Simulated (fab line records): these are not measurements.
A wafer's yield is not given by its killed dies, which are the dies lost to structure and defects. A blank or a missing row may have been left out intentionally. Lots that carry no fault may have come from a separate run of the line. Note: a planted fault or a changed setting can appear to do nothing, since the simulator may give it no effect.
Which of the tools did it?    flow gf180mcu    13 lots, 37 wafers sampled, at 5 steps of a route of 602

WHAT THE GAUGES SHOWED, per wafer
GF_POLY_GATE_OVL_MEAS_11. Usual: POLY_GATE_OVL typically reads 1 nm, with standard deviation 4.9.
lot   measured      on          POLY_GATE_OVL (nm)  flag
L194  day 9 05:29   overlay-01  5 9 7               
L195  day 9 11:03   overlay-02  -5 -5 4             
L196  day 9 19:08   overlay-02  2 3 4               
L198  day 10 09:05  overlay-01  0 -2 1              
L199  day 10 15:28  overlay-01  5 3 9               
L201  day 11 08:42  overlay-02  1 1 3               
L203  day 12 00:09  overlay-02  7 6 9               
L204  day 12 03:12  overlay-01  1 -5 -1             
L205  day 12 10:47  overlay-01  -1 -5               
L206  day 12 18:02  overlay-01  4 8                 
L213  day 14 21:15  overlay-02  6 4 0               
L214  day 15 02:14  overlay-02  -6 -1 4             
L217  day 16 05:14  overlay-01  3 4 9               

GF_HV_LDD_CD_MEAS_19 targets a cd of 400 nm. Usual: cd nm reads 400.0 nm (standard deviation 2.1).
lot   measured      on         cd nm (nm)         flag
L194  day 10 18:41  cd sem-01  400.1 400.8 398.6  
L195  day 11 00:53  cd sem-01  399.0 402.8 400.8  
L196  day 11 09:50  cd sem-02  403.8 402.7 404.6  
L198  day 12 00:25  cd sem-01  396.0 394.5 397.2  
L199  day 12 06:42  cd sem-01  397.5 399.3 397.7  
L201  day 13 00:47  cd sem-02  399.1 401.3 399.8  
L203  day 13 17:15  cd sem-01  400.6 399.0 398.1  
L204  day 13 21:28  cd sem-01  398.7 400.3 398.6  
L205  day 14 05:07  cd sem-02  400.1 400.9        
L206  day 14 13:05  cd sem-01  402.6 400.7        
L213  day 16 18:07  cd sem-01  400.1 401.9 401.5  
L214  day 16 23:37  cd sem-02  401.1 402.8 401.0  
L217  day 18 05:14  cd sem-01  400.6 398.8 400.6  

GF_CONTACT_THK_MEAS_03. Usual: CONTACT_CVD_02_THK typically reads 861 nm, with standard deviation 9.9.
lot   measured      on             CONTACT_CVD_02_THK (nm)  flag
L194  day 15 04:11  film metro-03  846 859 885              
L195  day 15 10:19  film metro-01  847 858 870              
L196  day 15 22:10  film metro-01  865 850 870              
L198  day 16 14:49  film metro-01  847 852 855              
L199  day 16 21:32  film metro-01  859 860 874              
L201  day 17 22:02  film metro-01  843 852 850              
L203  day 18 13:05  film metro-03  865 865 858              
L204  day 18 19:56  film metro-03  959 854 883              OFF
L205  day 19 03:05  film metro-02  948 862                  OFF
L206  day 19 12:12  film metro-01  966 988                  OFF
L213  day 21 23:09  film metro-03  861 859 873              
L214  day 22 04:02  film metro-03  854 874 855              
L217  day 23 10:24  film metro-01  857 864 872              

EACH LOT AND THE TOOL THAT RAN IT (in order: tool; ch and the chambers of the sampled wafers; start)
lot   GF_SALICIDE_RTA_06                GF_CONTACT_CVD_02
L194  rtp anneal-02 ch 0, day 15 03:42  pecvd-04 ch 0,2, day 15 04:07
L195  rtp anneal-01 ch 0, day 15 09:49  pecvd-03 ch 1,2, day 15 10:14
L196  rtp anneal-02 ch 0, day 15 21:39  pecvd-03 ch 0,1,2, day 15 22:04
L198  rtp anneal-02 ch 0, day 16 14:21  pecvd-02 ch 0,1,2, day 16 14:45
L199  rtp anneal-02 ch 0, day 16 21:05  pecvd-04 ch 0,1,2, day 16 21:26
L201  rtp anneal-01 ch 0, day 17 21:31  pecvd-04 ch 0,1, day 17 21:55
L203  rtp anneal-01 ch 0, day 18 12:35  pecvd-04 ch 0,1, day 18 12:59
L204  rtp anneal-01 ch 0, day 18 19:27  pecvd-04 ch 0,1,2, day 18 19:52
L205  rtp anneal-01 ch 0, day 19 02:34  pecvd-04 ch 1, day 19 02:58
L206  rtp anneal-02 ch 0, day 19 11:43  pecvd-04 ch 0,2, day 19 12:08
L213  rtp anneal-02 ch 0, day 21 22:40  pecvd-03 ch 0,1,2, day 21 23:05
L214  rtp anneal-02 ch 0, day 22 03:32  pecvd-02 ch 0,1, day 22 03:58
L217  rtp anneal-02 ch 0, day 23 09:54  pecvd-03 ch 0,1, day 23 10:18
- GF_SALICIDE_RTA_06: time 30 s.
- GF_CONTACT_CVD_02: deposits SiO2 from TEOS, target thk 860 nm, time 95.992 s.

WHAT THE TOOLS THEMSELVES READ (means of the sampled wafers that have a number; where no wafer has one, the mark that the record gives instead)
GF_SALICIDE_RTA_06. Usual: lamp power pct 6.54 %, standard deviation 0.24; wafer_temp_C_max 533.1, standard deviation 0.63.
lot   tool           lamp power pct (%)  wafer_temp_C_max  flag
L194  rtp anneal-02  6.72                533.1             
L195  rtp anneal-01  6.23                532.4             
L196  rtp anneal-02  6.73                532.8             
L198  rtp anneal-02  6.72                533.5             
L199  rtp anneal-02  6.72                533.3             
L201  rtp anneal-01  6.23                532.8             
L203  rtp anneal-01  6.23                532.9             
L204  rtp anneal-01  6.24                532.9             
L205  rtp anneal-01  6.23                532.6             
L206  rtp anneal-02  6.72                533.4             
L213  rtp anneal-02  6.72                532.8             
L214  rtp anneal-02  6.72                533.0             
L217  rtp anneal-02  6.72                533.4             

GF_CONTACT_CVD_02. Usual: heater power w 676 W, standard deviation 98; susceptor temp C 399.99 C, standard deviation 0.23.
lot   tool      heater power w (W)  susceptor temp C (C)  flag
L194  pecvd-04  712                 400.02                
L195  pecvd-03  784                 400.12                
L196  pecvd-03  681                 399.96                
L198  pecvd-02  684                 399.88                
L199  pecvd-04  708                 400.04                
L201  pecvd-04  679                 399.75                
L203  pecvd-04  581                 400.03                
L204  pecvd-04  631                 399.96                
L205  pecvd-04  672                 400.09                
L206  pecvd-04  712                 399.97                
L213  pecvd-03  658                 400.34                
L214  pecvd-02  704                 399.78                
L217  pecvd-03  612                 399.88                

THE ANSWER, worked out from the rows above alone
Rule: a lot counts as off when the mean over its wafers that have a number is more than 3 standard deviations away from the usual mean. A lot without any number at a reading at which 4 lots or more have one is off too. Where the step has rows for the other lots, those lots are counted as sound. After the gauges, taken in route order, come the tools' own readings; for these a lot's mean is taken, as printed above. At the first step where some lot is off, the reading lying furthest off is the one used; lots without a number count as furthest.
Off: L204, L205, L206, seen at GF_CONTACT_THK_MEAS_03 (CONTACT_CVD_02_THK).
If a tool, at a process step before that reading, ran all the lots that are off and no sound lot after the first of them, it fits. Those tools and the gauges at GF_CONTACT_THK_MEAS_03 are tried in the same way. One fits: GF_CONTACT_CVD_02 on pecvd-04. Its last sound lot is L203 (day 18 12:59), its first lot that is off L204 (day 18 19:52): a fault that began between those two fits.

WHAT THE SIMULATOR HAD PUT IN
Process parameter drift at GF_CONTACT_CVD_02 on pecvd-04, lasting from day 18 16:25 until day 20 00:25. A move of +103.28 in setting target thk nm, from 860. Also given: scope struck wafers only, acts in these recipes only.
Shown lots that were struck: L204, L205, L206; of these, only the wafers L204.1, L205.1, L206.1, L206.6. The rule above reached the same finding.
